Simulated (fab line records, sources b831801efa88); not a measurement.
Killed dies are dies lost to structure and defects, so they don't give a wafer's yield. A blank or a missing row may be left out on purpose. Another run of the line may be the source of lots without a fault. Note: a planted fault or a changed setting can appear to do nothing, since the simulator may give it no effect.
Which tool did it?    flow sfq-line    42 wafers from 14 lots sampled at 3 of the route's 325 steps

WHAT THE GAUGES READ, wafer by wafer
SFQ_L0_RS_MEAS_901: uses a four-point probe to measure.
lot   measured     on             L0_MONX_KI_RS (ohm/sq)
L877  day 1 22:36  film-metro-04  43.1 43.2 43.0
L879  day 2 08:35  film-metro-02  43.9 43.7 43.8
L881  day 2 18:36  film-metro-02  43.8 43.4 43.4
L882  day 2 23:34  film-metro-01  42.8 43.4 43.9
L883  day 3 04:34  film-metro-02  42.9 42.9 43.4
L884  day 3 09:34  film-metro-01  42.9 43.7 43.4
L887  day 4 00:35  film-metro-04  43.4 43.6 43.6
L888  day 4 05:34  film-metro-04  43.9 44.1 44.1
L889  day 4 10:34  film-metro-01  43.4 43.5 43.3
L890  day 4 15:36  film-metro-02  43.5 43.1 43.4
L894  day 5 11:35  film-metro-02  26.4 26.6 26.8
L895  day 5 16:35  film-metro-04  43.9 44.5 43.7
L897  day 6 02:34  film-metro-04  43.4 43.7 44.1
L898  day 6 07:35  film-metro-04  26.4 26.5 26.4

SFQ_L0_THK_MEAS_902: measures by xrf.
lot   measured     on             L0_MONX_KI_THK (nm)
L877  day 1 22:42  film-metro-04  41.0 40.7 41.1
L879  day 2 08:41  film-metro-02  40.5 40.6 40.4
L881  day 2 18:42  film-metro-02  40.6 40.9 40.8
L882  day 2 23:41  film-metro-01  41.3 40.4 40.0
L883  day 3 04:41  film-metro-02  41.3 41.2 40.8
L884  day 3 09:41  film-metro-01  41.2 40.5 40.8
L887  day 4 00:41  film-metro-04  40.7 40.5 40.5
L888  day 4 05:41  film-metro-04  40.3 40.0 40.0
L889  day 4 10:41  film-metro-01  40.5 41.2 40.8
L890  day 4 15:42  film-metro-02  40.6 41.0 40.7
L894  day 5 11:41  film-metro-02  67.1 66.3 66.5
L895  day 5 16:41  film-metro-04  40.2 39.6 40.4
L897  day 6 02:41  film-metro-04  40.8 40.6 40.4
L898  day 6 07:41  film-metro-04  67.2 67.3 67.4

WHAT TOOL EACH LOT RAN ON (gives the tool, then ch and the chambers of the sampled wafers, and finally the start)
lot   SFQ_TRILAYER_L0_DEP_SPUTTER_003
L877  pvd-sputter-03, day 1 22:29
L879  pvd-sputter-05, day 2 08:29
L881  pvd-sputter-03, day 2 18:29
L882  pvd-sputter-03, day 2 23:29
L883  pvd-sputter-05, day 3 04:29
L884  pvd-sputter-03, day 3 09:29
L887  pvd-sputter-05, day 4 00:29
L888  pvd-sputter-03, day 4 05:29
L889  pvd-sputter-06, day 4 10:29
L890  pvd-sputter-03, day 4 15:29
L894  pvd-sputter-05, day 5 11:29
L895  pvd-sputter-06, day 5 16:29
L897  pvd-sputter-03, day 6 02:29
L898  pvd-sputter-05, day 6 07:29
- SFQ_TRILAYER_L0_DEP_SPUTTER_003: material MoNx KI, target thk 40 nm, time 100 s.

WHAT THE TOOLS THEMSELVES READ (means of the sampled wafers that have a number; where no wafer has one, the mark that the record gives instead)
SFQ_TRILAYER_L0_DEP_SPUTTER_003.
lot   tool            cathode-dc-power-W (W)  throttle-valve-pct (%)
L877  pvd-sputter-03  800.17                  28.1
L879  pvd-sputter-05  800.16                  29.7
L881  pvd-sputter-03  800.07                  30.2
L882  pvd-sputter-03  799.97                  30.9
L883  pvd-sputter-05  800.00                  30.4
L884  pvd-sputter-03  800.06                  30.3
L887  pvd-sputter-05  800.05                  29.8
L888  pvd-sputter-03  799.89                  30.3
L889  pvd-sputter-06  800.02                  28.8
L890  pvd-sputter-03  799.82                  31.8
L894  pvd-sputter-05  800.07                  30.4
L895  pvd-sputter-06  800.03                  29.6
L897  pvd-sputter-03  800.03                  30.9
L898  pvd-sputter-05  800.00                  29.7

THE ANSWER, worked out from the rows above alone
Rule: usual is defined by the lots themselves. Put in order of their means at a reading, lots are off if they are a third of the lots or fewer, leave a main group of 4 or more, and stand apart from it by a gap of 3 or more times the standard deviation of the main group's means; of several such gaps the widest counts. The tables above print the reading to a certain number of digits; a main group whose means all agree to those digits is not used. A lot without any number at a reading at which 4 lots or more have one is off too. Where the step has rows for the other lots, those lots are counted as sound. After the gauges, taken in route order, come the tools' own readings; for these a lot's mean is taken, as printed above. At the first step where some lot is off, the reading lying furthest off is the one used; lots without a number count as furthest.
Off: L894, L898, at SFQ_L0_RS_MEAS_901 (L0_MONX_KI_RS). The main group has a mean of 43.5 ohm/sq with a standard deviation of 0.31.
A tool fits if, at a process step before that reading, it ran every lot that is off, and no sound lot after the first of them. Gauges at SFQ_L0_RS_MEAS_901: tried the same way as those tools. One fits: pvd-sputter-05 at SFQ_TRILAYER_L0_DEP_SPUTTER_003. Its last sound lot is L887 (day 4 00:29), its first lot that is off L894 (day 5 11:29): a fault that began between those two fits.

WHAT THE SIMULATOR PUT IN
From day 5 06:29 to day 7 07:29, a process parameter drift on pvd-sputter-05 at SFQ_TRILAYER_L0_DEP_SPUTTER_003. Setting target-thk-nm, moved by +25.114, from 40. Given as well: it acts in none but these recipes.
Lots struck among those shown: L894, L898. This agrees with what the rule above found.
